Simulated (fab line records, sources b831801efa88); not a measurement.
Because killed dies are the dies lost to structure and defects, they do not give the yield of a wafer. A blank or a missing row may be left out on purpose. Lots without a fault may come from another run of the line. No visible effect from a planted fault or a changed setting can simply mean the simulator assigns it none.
Which tool did it? || flow gf180mcu || 7 lots with 21 wafers sampled at 4 steps, on a route of 602 steps

== WHAT EACH GAUGE READ, for each wafer ==
GF_V3_THK_MEAS_01.
{"lot": "L170", "measured": "day 21 19:34", "on": "film metro-03", "V3_CVD_00_THK (nm)": "596 601 599"}
{"lot": "L172", "measured": "day 22 23:10", "on": "film metro-04", "V3_CVD_00_THK (nm)": "608 608 606"}
{"lot": "L174", "measured": "day 23 13:54", "on": "film metro-01", "V3_CVD_00_THK (nm)": "598 603 595"}
{"lot": "L178", "measured": "day 25 00:38", "on": "film metro-01", "V3_CVD_00_THK (nm)": "590 598 599"}
{"lot": "L180", "measured": "day 25 20:38", "on": "film metro-01", "V3_CVD_00_THK (nm)": "598 604 596"}
{"lot": "L186", "measured": "day 27 18:53", "on": "film metro-04", "V3_CVD_00_THK (nm)": "599 607 601"}
{"lot": "L188", "measured": "day 28 18:02", "on": "film metro-01", "V3_CVD_00_THK (nm)": "594 603 602"}

== WHAT TOOL EACH LOT RAN ON (gives the tool, then ch and the chambers of the sampled wafers, and finally the start) ==
{"lot": "L170", "GF_LVPWELL_DEVELOP_06": "litho track-04 ch 0, day 4 03:00", "GF_V1_ETCH_16": "rie diel-04 ch 1,2,3, day 18 13:34", "GF_M3_SPUTTER_04": "pvd sputter-01, day 20 18:59"}
{"lot": "L172", "GF_LVPWELL_DEVELOP_06": "litho track-04 ch 0, day 4 14:00", "GF_V1_ETCH_16": "rie diel-01 ch 0,1,3, day 19 17:31", "GF_M3_SPUTTER_04": "pvd sputter-01, day 21 22:52"}
{"lot": "L174", "GF_LVPWELL_DEVELOP_06": "litho track-02 ch 0, day 4 23:00", "GF_V1_ETCH_16": "rie diel-04 ch 0,2,3, day 20 09:19", "GF_M3_SPUTTER_04": "pvd sputter-01, day 22 14:28"}
{"lot": "L178", "GF_LVPWELL_DEVELOP_06": "litho track-04 ch 0, day 6 01:00", "GF_V1_ETCH_16": "rie diel-01 ch 0,1, day 21 23:10", "GF_M3_SPUTTER_04": "pvd sputter-02, day 24 02:47"}
{"lot": "L180", "GF_LVPWELL_DEVELOP_06": "litho track-01 ch 0, day 6 09:00", "GF_V1_ETCH_16": "rie diel-04 ch 0,1,2, day 22 14:16", "GF_M3_SPUTTER_04": "pvd sputter-01, day 24 23:53"}
{"lot": "L186", "GF_LVPWELL_DEVELOP_06": "litho track-04, day 7 19:00", "GF_V1_ETCH_16": "rie diel-02 ch 1,3, day 24 20:01", "GF_M3_SPUTTER_04": "pvd sputter-01, day 26 21:15"}
{"lot": "L188", "GF_LVPWELL_DEVELOP_06": "litho track-02, day 8 12:00", "GF_V1_ETCH_16": "rie diel-02 ch 1,3, day 25 23:07", "GF_M3_SPUTTER_04": "pvd sputter-01, day 27 21:04"}
- GF_LVPWELL_DEVELOP_06: develop time 60 s.
- GF_V1_ETCH_16: etches BARC in N2/H2.
- GF_M3_SPUTTER_04: material TiN, target thk 50 nm, time 41.7 s.

== THE ANSWER, worked out from the rows above alone ==
Rule: usual is defined by the lots themselves. Put in order of their means at a reading, lots are off if they are a third of the lots or fewer, leave a main group of 4 or more, and stand apart from it by a gap of 3 or more times the standard deviation of the main group's means; of several such gaps the widest counts. The tables above print the reading to a certain number of digits; a main group whose means all agree to those digits is not used. A lot without any number at a reading at which 4 lots or more have one is off too. Where the step has rows for the other lots, those lots are counted as sound.
Across all readings shown, no lot is off: no conclusion can be drawn from this.

== WHAT HAD BEEN PUT IN BY THE SIMULATOR ==
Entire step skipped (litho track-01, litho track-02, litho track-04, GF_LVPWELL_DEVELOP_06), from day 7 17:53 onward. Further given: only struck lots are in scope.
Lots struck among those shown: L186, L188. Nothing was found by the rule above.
